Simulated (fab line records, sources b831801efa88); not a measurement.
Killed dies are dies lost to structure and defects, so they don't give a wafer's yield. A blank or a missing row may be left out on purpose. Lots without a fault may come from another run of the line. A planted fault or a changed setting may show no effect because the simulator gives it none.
Tool commonality check | flow gf180mcu | 12 lots, 36 wafers sampled

WHY IT WAS OPENED
At GF_VT_IMPLANT_RS_MEAS_47 the reading NWELL_RS is flagged on 3 of 12 lots. Wafers without a fault read 488.2 ohm/sq, standard deviation 1.3.
Rule: a lot is flagged when every wafer of it that has a number lies more than 4 standard deviations from that mean, or none has a number. The other lots count as sound.

lot  | measured     | on            | NWELL_RS (ohm/sq), wafer by wafer | flag
L179 | day 7 16:50  | film_metro-03 | 488.2 488.1 488.5                 |
L181 | day 8 08:09  | film_metro-03 | 500.0 499.8 501.2                 | FLAGGED
L182 | day 8 10:42  | film_metro-04 | 488.4 486.7 487.3                 |
L183 | day 8 18:04  | film_metro-04 | 500.0 498.4 498.4                 | FLAGGED
L185 | day 9 07:41  | film_metro-02 | 498.9 498.9 501.0                 | FLAGGED
L190 | day 10 15:12 | film_metro-03 | 488.8 487.9 488.3                 |
L191 | day 10 21:25 | film_metro-03 | 488.7 488.6 489.9                 |
L192 | day 11 04:14 | film_metro-04 | 488.8 489.3 489.0                 |
L193 | day 11 12:33 | film_metro-03 | 487.1 489.0 488.7                 |
L194 | day 11 23:02 | film_metro-04 | 489.4 489.0 489.0                 |
L200 | day 13 11:20 | film_metro-04 | 489.8 489.3 488.3                 |
L201 | day 14 04:21 | film_metro-02 | 486.6 487.3 486.3                 |
The numbers of the flagged lots are 499.6 ohm/sq on average: +11.4 ohm/sq against the usual, or +9 standard deviations.

WHICH TOOL RAN EACH LOT
The record holds 2 process steps before the reading, out of a route of 602 steps. In each cell: the tool, then ch and the chambers that the sampled wafers went through, then the start.
lot  | flag    | GF_NWELL_IMPLANT_09            | GF_MVPSD_STRIP_10
L179 |         | implanter-02 ch 0, day 3 09:29 | plasma_asher-04 ch 0,1, day 5 03:13
L181 | FLAGGED | implanter-02 ch 0, day 3 19:45 | plasma_asher-01 ch 0,1, day 5 17:26
L182 |         | implanter-01 ch 0, day 3 23:22 | plasma_asher-01 ch 0,1, day 5 19:46
L183 | FLAGGED | implanter-02 ch 0, day 4 06:16 | plasma_asher-01 ch 0,1, day 6 02:28
L185 | FLAGGED | implanter-02 ch 0, day 4 15:40 | plasma_asher-04 ch 0,1, day 6 12:49
L190 |         | implanter-03 ch 0, day 5 19:42 | plasma_asher-01 ch 0,1, day 7 18:53
L191 |         | implanter-01 ch 0, day 5 23:31 | plasma_asher-01 ch 0,1, day 7 23:20
L192 |         | implanter-03 ch 0, day 6 05:11 | plasma_asher-04 ch 0,1, day 8 05:32
L193 |         | implanter-01 ch 0, day 6 11:54 | plasma_asher-01 ch 0,1, day 8 12:56
L194 |         | implanter-02 ch 0, day 6 20:04 | plasma_asher-03 ch 0,1, day 8 21:43
L200 |         | implanter-03 ch 0, day 8 02:01 | plasma_asher-03 ch 0,1, day 10 07:05
L201 |         | implanter-03 ch 0, day 8 14:58 | plasma_asher-01 ch 1, day 10 20:25
What these steps do:
- GF_NWELL_IMPLANT_09
- GF_MVPSD_STRIP_10: strips in O2/N2.
- GF_VT_IMPLANT_RS_MEAS_47: measures by four-point-probe.

FLAGGED OVER TOTAL, TOOL BY TOOL (the gauges that took the reading come last)
step                     | tool            | lots run | flagged | share of the flagged lots | sound lots run after its first flagged lot
GF_NWELL_IMPLANT_09      | implanter-01    | 3        | 0       | none                      | -
GF_NWELL_IMPLANT_09      | implanter-02    | 5        | 3       | all                       | 1 (L194)
GF_NWELL_IMPLANT_09      | implanter-03    | 4        | 0       | none                      | -
GF_MVPSD_STRIP_10        | plasma_asher-01 | 7        | 2       | some                      | 5 (L182,L190,L191,L193,L201)
GF_MVPSD_STRIP_10        | plasma_asher-03 | 2        | 0       | none                      | -
GF_MVPSD_STRIP_10        | plasma_asher-04 | 3        | 1       | some                      | 1 (L192)
GF_VT_IMPLANT_RS_MEAS_47 | film_metro-02   | 2        | 1       | some                      | 1 (L201)
GF_VT_IMPLANT_RS_MEAS_47 | film_metro-03   | 5        | 1       | some                      | 3 (L190,L191,L193)
GF_VT_IMPLANT_RS_MEAS_47 | film_metro-04   | 5        | 1       | some                      | 3 (L192,L194,L200)

WHAT THE TABLE ALLOWS
1 row of the table ran every flagged lot: implanter-02 at GF_NWELL_IMPLANT_09.
- implanter-02 at GF_NWELL_IMPLANT_09: 3 of its 5 lots flagged. Sound lots ran on it after the first flagged one (L194), which a lasting fault on the whole tool wouldn't allow. Its own readings lie more than 4 standard deviations out on every wafer of the flagged lots: dose_ions_cm2, faraday_current_uA.
No row of the table ran every flagged lot and no sound lot after the first.

WHAT THE SIMULATOR HAD PUT IN
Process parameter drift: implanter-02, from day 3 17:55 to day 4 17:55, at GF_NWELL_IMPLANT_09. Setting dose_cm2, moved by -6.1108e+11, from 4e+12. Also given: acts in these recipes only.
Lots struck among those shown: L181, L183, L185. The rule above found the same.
